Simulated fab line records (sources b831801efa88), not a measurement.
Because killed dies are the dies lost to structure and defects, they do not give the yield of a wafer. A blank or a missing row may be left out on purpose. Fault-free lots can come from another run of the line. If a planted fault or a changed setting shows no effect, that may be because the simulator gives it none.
Matching of chambers | flow sky130 | 3 sister chambers for SKY_PASSIVATION_CVD_02 on pecvd-01
The step deposits Si3N4, target thk 540 nm. 3 wafers are shown with their chamber, then 9 later ones without.

== WAFERS, EACH WITH ITS CHAMBER ==
wafer  | chamber | heaterPowerW (W)
L079.1 | 0       | 695
L082.4 | 2       | 696
L082.6 | 1       | 452

== WAFERS WHOSE CHAMBER IS MISSING ==
wafer  | heaterPowerW (W)
L085.1 | 680
L085.2 | 676
L085.3 | 551
L096.1 | 744
L096.3 | 496
L096.6 | 522
L097.2 | 677
L097.4 | 521
L097.6 | 684

== EACH ONE'S CHAMBER ==
wafer  | from the rows above          | in truth
L085.1 | can't be placed: 0 or 2      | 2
L085.2 | can't be placed: 0 or 2      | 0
L085.3 | can't be placed: 1 or 0 or 2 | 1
L096.1 | can't be placed: 2 or 0      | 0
L096.3 | 1                            | 1
L096.6 | can't be placed: 1 or 0 or 2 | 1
L097.2 | can't be placed: 0 or 2      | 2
L097.4 | 1                            | 1
L097.6 | can't be placed: 0 or 2      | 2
Correctly placed: 2 of 9. Unplaceable from these rows: 7, with the true chamber sitting among the candidates in 7. 0 placed wrongly.
How it was worked out, from the rows above alone: a wafer's distance from a chamber is the root of the sum, over the readings, of the square of ((its reading less the chamber's mean) divided by the reading's scatter). If the next closest chamber is less than 2 further off than the closest, the wafer can't be placed; otherwise it belongs to the closest. For every chamber, the mean is computed from those of its wafers that are shown. The scatter: root of mean squared gap, hidden wafer to nearest shown wafer, with one shown wafer a chamber.
